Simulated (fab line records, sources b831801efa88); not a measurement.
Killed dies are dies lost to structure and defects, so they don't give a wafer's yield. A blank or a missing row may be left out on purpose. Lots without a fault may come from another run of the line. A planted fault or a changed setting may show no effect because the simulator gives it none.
Which tool did it? | flow sky130 | 11 lots, 33 wafers sampled, at 5 steps of a route of 708

WHAT THE GAUGES READ, wafer by wafer
SKY_PASSIVATION_THK_MEAS_03.
lot  | measured     | on            | PASSIVATION_CVD_02_THK (nm)
L727 | day 43 21:23 | film_metro-01 | 548 546 542
L728 | day 44 04:20 | film_metro-01 | 533 541 533
L729 | day 44 10:28 | film_metro-02 | 533 549 539
L731 | day 44 23:48 | film_metro-01 | 534 536 548
L732 | day 45 02:21 | film_metro-01 | 524 525 538
L736 | day 46 07:55 | film_metro-02 | 540 544 549
L742 | day 48 00:55 | film_metro-02 | 535 828 547
L744 | day 48 10:45 | film_metro-01 | 804 543 546
L746 | day 49 03:11 | film_metro-04 | 533 532 537
L748 | day 49 06:23 | film_metro-04 | 534 533 550
L750 | day 49 10:40 | film_metro-01 | 531 535 543

WHICH TOOL RAN EACH LOT (tool, then ch and the chambers of the sampled wafers, then the start)
lot  | SKY_METAL5_SPUTTER_00        | SKY_METAL5_SPUTTER_02        | SKY_METAL5_DESCUM_14              | SKY_PASSIVATION_CVD_02
L727 | pvd_sputter-03, day 42 21:19 | pvd_sputter-03, day 42 21:22 | rie_metal-01 ch 0,1, day 43 20:12 | pecvd-01 ch 0,1,2, day 43 21:15
L728 | pvd_sputter-04, day 43 05:04 | pvd_sputter-04, day 43 05:07 | rie_metal-01 ch 0,1, day 44 03:10 | pecvd-04 ch 0,1, day 44 04:07
L729 | pvd_sputter-04, day 43 11:07 | pvd_sputter-04, day 43 11:10 | rie_metal-03 ch 0,1, day 44 09:17 | pecvd-01 ch 0,1, day 44 10:14
L731 | pvd_sputter-03, day 44 00:25 | pvd_sputter-03, day 44 00:28 | rie_metal-04 ch 0, day 44 22:34   | pecvd-01 ch 0,1,2, day 44 23:34
L732 | pvd_sputter-03, day 44 03:44 | pvd_sputter-03, day 44 03:47 | rie_metal-04 ch 0,1, day 45 01:10 | pecvd-04 ch 0,1,2, day 45 02:07
L736 | pvd_sputter-01, day 45 09:53 | pvd_sputter-01, day 45 09:56 | rie_metal-04 ch 0,1, day 46 06:40 | pecvd-01 ch 0,1,2, day 46 07:41
L742 | pvd_sputter-04, day 47 03:46 | pvd_sputter-04, day 47 03:49 | rie_metal-04 ch 0,1, day 47 23:39 | pecvd-01 ch 1,2, day 48 00:40
L744 | pvd_sputter-04, day 47 15:08 | pvd_sputter-04, day 47 15:11 | rie_metal-03 ch 0,1, day 48 09:34 | pecvd-01 ch 0,1,2, day 48 10:31
L746 | pvd_sputter-01, day 48 08:02 | pvd_sputter-01, day 48 08:05 | rie_metal-03 ch 0,1, day 49 01:59 | pecvd-03 ch 0,1, day 49 02:58
L748 | pvd_sputter-01, day 48 11:29 | pvd_sputter-01, day 48 11:32 | rie_metal-03 ch 0,1, day 49 05:13 | pecvd-04 ch 0,1, day 49 06:10
L750 | pvd_sputter-01, day 48 15:13 | pvd_sputter-01, day 48 15:16 | rie_metal-04 ch 0,1, day 49 09:14 | pecvd-03 ch 0,1, day 49 10:25
- SKY_METAL5_SPUTTER_00: material Ti, target thk 15 nm, time 10 s.
- SKY_METAL5_SPUTTER_02: material AlCu, target thk 1150 nm, time 61.2 s.
- SKY_METAL5_DESCUM_14: chemistry O2, time 11 s.
- SKY_PASSIVATION_CVD_02: deposits Si3N4, target thk 540 nm.

THE ANSWER, worked out from the rows above alone
Rule: what is usual is taken from the lots themselves. Put in order of their means at a reading, lots are off if they are a third of the lots or fewer, leave a main group of 4 or more, and stand apart from it by a gap of 3 or more times the standard deviation of the main group's means; of several such gaps the widest counts. A main group whose means are all the same, to the digits that the tables above print for the reading, isn't used. A lot without any number at a reading at which 4 lots or more have one is off too. The other lots that the step has rows for count as sound.
Off: L742, L744, at SKY_PASSIVATION_THK_MEAS_03 (PASSIVATION_CVD_02_THK). The main group: mean 538 nm, standard deviation 4.8.
A tool fits if, at a process step before that reading, it ran every lot that is off, and no sound lot after the first of them. The gauges at SKY_PASSIVATION_THK_MEAS_03 are tried like those tools. Can't be told from this: 2 tools fit, pvd_sputter-04 at SKY_METAL5_SPUTTER_00 and SKY_METAL5_SPUTTER_02, pecvd-01 at SKY_PASSIVATION_CVD_02.

WHAT THE SIMULATOR HAD PUT IN
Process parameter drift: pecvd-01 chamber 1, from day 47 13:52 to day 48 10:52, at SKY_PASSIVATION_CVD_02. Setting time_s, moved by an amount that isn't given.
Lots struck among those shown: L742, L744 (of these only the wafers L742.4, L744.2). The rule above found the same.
